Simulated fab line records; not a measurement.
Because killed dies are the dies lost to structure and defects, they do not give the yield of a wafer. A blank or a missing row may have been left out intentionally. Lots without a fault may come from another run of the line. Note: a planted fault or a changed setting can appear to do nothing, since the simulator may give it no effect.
A lot that was struck, set against a sound lot || flow sky130 || 17 out of 708 route steps
Sound: these wafers, L535.4, L535.5, L535.6. Wafers struck: L541.1, L541.2, L541.6. Last of all comes the cause.
At each step with rows: each side's tool, then ch and its chambers, then its first start. Under that, the readings that differ: sound wafers || struck wafers || difference of the means || sigmas: that difference in standard deviations of wafers without a fault.
alike: readings whose means differ by less than 2 such deviations, and words and numbers that are the same on both sides. not compared: withheld readings, readings that some wafer has no value for, bounds like >300 that may hide the same value, and numbers for which the record gives no deviation and whose values overlap.
A row with sigmas, a row that says differs or no value, or rows on one side alone: a step with any of these is where the two part. Numbers that don't overlap but have no deviation are shown without sigmas and don't part them. A reading missing from all wafers of one side parts the sides only when that side holds two or more wafers.

first, 1 step without rows for these wafers: SKY_VT_ADJUST_LVTN_IMPLANT_19.
SKY_VT_ADJUST_LVTN_STRIP_20: strips in O2/N2.
  sound on plasma asher-01 ch 0,1, day 11 09:00; struck on plasma asher-01 ch 0,1, day 12 17:16
  alike: drypump motor current A, o2 flow sccm, oes product au, strip time to endpoint s
  not compared: rf hours counter h
SKY_VT_ADJUST_LVTN_TW_MEAS_21:
  sound on film metro-02, day 11 09:06; struck on film metro-02, day 12 17:22
  alike: VT_ADJUST_LVTN_2_TW
then, 7 steps without rows for these wafers: SKY_VT_ADJUST_NCORE_DEHYDRATE_00 (time 60 s); SKY_VT_ADJUST_NCORE_HMDS_01 (prime time 60 s); SKY_VT_ADJUST_NCORE_COAT_02 (resist thk 1140 nm); SKY_VT_ADJUST_NCORE_SOFTBAKE_03 (time 60 s); SKY_VT_ADJUST_NCORE_EXPOSE_04 (exposes mask LVTN COMPLEMENT THIN, target cd 380 nm); SKY_VT_ADJUST_NCORE_PEB_05; SKY_VT_ADJUST_NCORE_DEVELOP_06 (develop time 60 s).
SKY_VT_ADJUST_NCORE_CD_MEAS_07: the cd target is 380 nm.
  sound on cd sem-02, day 12 08:48; struck on cd sem-01, day 13 18:50
  alike: cd nm
SKY_VT_ADJUST_NCORE_OVL_MEAS_08:
  sound on overlay-01, day 12 08:52; struck on overlay-02, day 13 18:58
  alike: VT_ADJUST_NCORE_OVL
SKY_VT_ADJUST_NCORE_IMPLANT_09:
  sound on implanter-03 ch 0, day 12 08:58; struck on implanter-03 ch 0, day 13 19:19
  alike: beam on s
SKY_VT_ADJUST_NCORE_STRIP_10: strips in O2/N2.
  sound on plasma asher-02 ch 0,1, day 12 09:05; struck on plasma asher-04 ch 0,1, day 13 19:28
  alike: drypump motor current A, o2 flow sccm, oes product au, strip time to endpoint s
  not compared: rf hours counter h
SKY_VT_ADJUST_NCORE_TW_MEAS_11:
  sound on film metro-01, day 12 09:10; struck on film metro-02, day 13 19:34
{"reading": "VT_ADJUST_NCORE_TW", "sound": "221.0 219.4 219.2", "struck": "268.0 267.0 268.5", "difference": "+48.0", "sigmas": "+48"}
then, 2 steps without rows for these wafers: SKY_VT_ADJUST_HVTR_DEHYDRATE_00 (time 60 s); SKY_PAD_OPEN_PROBE_99.

## WHERE THEY PART
Only at SKY_VT_ADJUST_NCORE_TW_MEAS_11, within this record.

WHY: the cause the simulator had injected
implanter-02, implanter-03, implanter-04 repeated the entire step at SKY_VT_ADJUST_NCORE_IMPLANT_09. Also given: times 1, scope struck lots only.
